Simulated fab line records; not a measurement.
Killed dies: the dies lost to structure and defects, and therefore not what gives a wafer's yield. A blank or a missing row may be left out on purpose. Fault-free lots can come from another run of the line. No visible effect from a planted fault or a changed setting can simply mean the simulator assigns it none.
One fault through the eyes of 2 desks ; flow sky130 ; numbers are kept per desk, each desk with only its own; the story behind them comes last

FOR THE TOOL OWNER'S DESK: implanter-03
For each lot that ran on this tool, the mean over its sampled wafers that have a number, from the tool's own readings at SKY_LDD_N_IMPLANT_09. Marked OUT: a lot whose mean sits more than 4 standard deviations from the usual mean, which makes it out of limits; the brackets give that distance.
Columns: A = beam_on_s at SKY_LDD_N_IMPLANT_09, usual 10.04 s; B = dose_ions_cm2 at SKY_LDD_N_IMPLANT_09, usual 7.501e+13; C = faraday_current_uA at SKY_LDD_N_IMPLANT_09, usual 421
lot;first seen here;A;B;C
L747;day 17 22:51;10.17;7.503e+13;416
L752;day 20 05:35;9.91;7.504e+13;426
L753;day 20 19:38;15.63 (+27) OUT;1.299e+14 (+99 or more) OUT;469 (+5.4) OUT
L754;day 20 23:56;15.50 (+26) OUT;1.299e+14 (+99 or more) OUT;473 (+5.9) OUT
L755;day 21 06:31;15.46 (+26) OUT;1.300e+14 (+99 or more) OUT;474 (+6.0) OUT
L765;day 24 17:40;10.03;7.497e+13;420
L768;day 25 16:09;9.98;7.497e+13;422
Finding of this desk: L753, L754, L755 out of limits; the first was L753 at day 20 19:38, on beam_on_s at SKY_LDD_N_IMPLANT_09. L747, L752, L765, L768 stayed within limits.

METROLOGY DESK
What the gauges read for every lot (on any tool): the sampled wafers with a number, averaged. Marked OUT: a lot whose mean sits more than 4 standard deviations from the usual mean, which makes it out of limits; the brackets give that distance.
Columns: A = LDD_N_TW at SKY_LDD_N_TW_MEAS_17, usual 2582; B = CONTACT_BOW at SKY_CONTACT_BOW_MEAS_05, usual 81 um
lot;first seen here;A;B
L747;day 17 23:58;2551;82
L748;day 18 22:56;2560;79
L752;day 20 06:43;2570;76
L753;day 20 20:47;2698 (+4.3) OUT;83
L754;day 21 01:04;2642;80
L755;day 21 07:38;2702 (+4.4) OUT;84
L765;day 24 18:48;2598;84
L766;day 24 23:40;2565;79
L767;day 25 04:50;2608;79
L768;day 25 17:18;2551;86
L769;day 26 03:29;2595;88
This desk finds L753, L755 out of limits, with the earliest case on L753 at day 20 20:47 (LDD_N_TW at SKY_LDD_N_TW_MEAS_17). L747, L748, L752, L754, L765, L766, L767, L768, L769 stayed within limits.

BROUGHT TOGETHER
An alarm could have come from the tool owner's desk at day 20 19:38, on L753, L754, L755.
An alarm was possible from the metrology desk at day 20 20:47, on L753, L755.
The metrology desk holds a record of L754, inside its limits.
SKY_LDD_N_IMPLANT_09 was run on implanter-03 by each of the lots named.

WHAT WAS PUT IN BY THE SIMULATOR
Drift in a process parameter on implanter-03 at SKY_LDD_N_IMPLANT_09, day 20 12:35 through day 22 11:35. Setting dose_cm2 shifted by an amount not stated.
Struck lots among those shown: L753, L754, L755.
Fault start to first reading out of limits, in hours, per desk: tool owner, 7; metrology, 8.
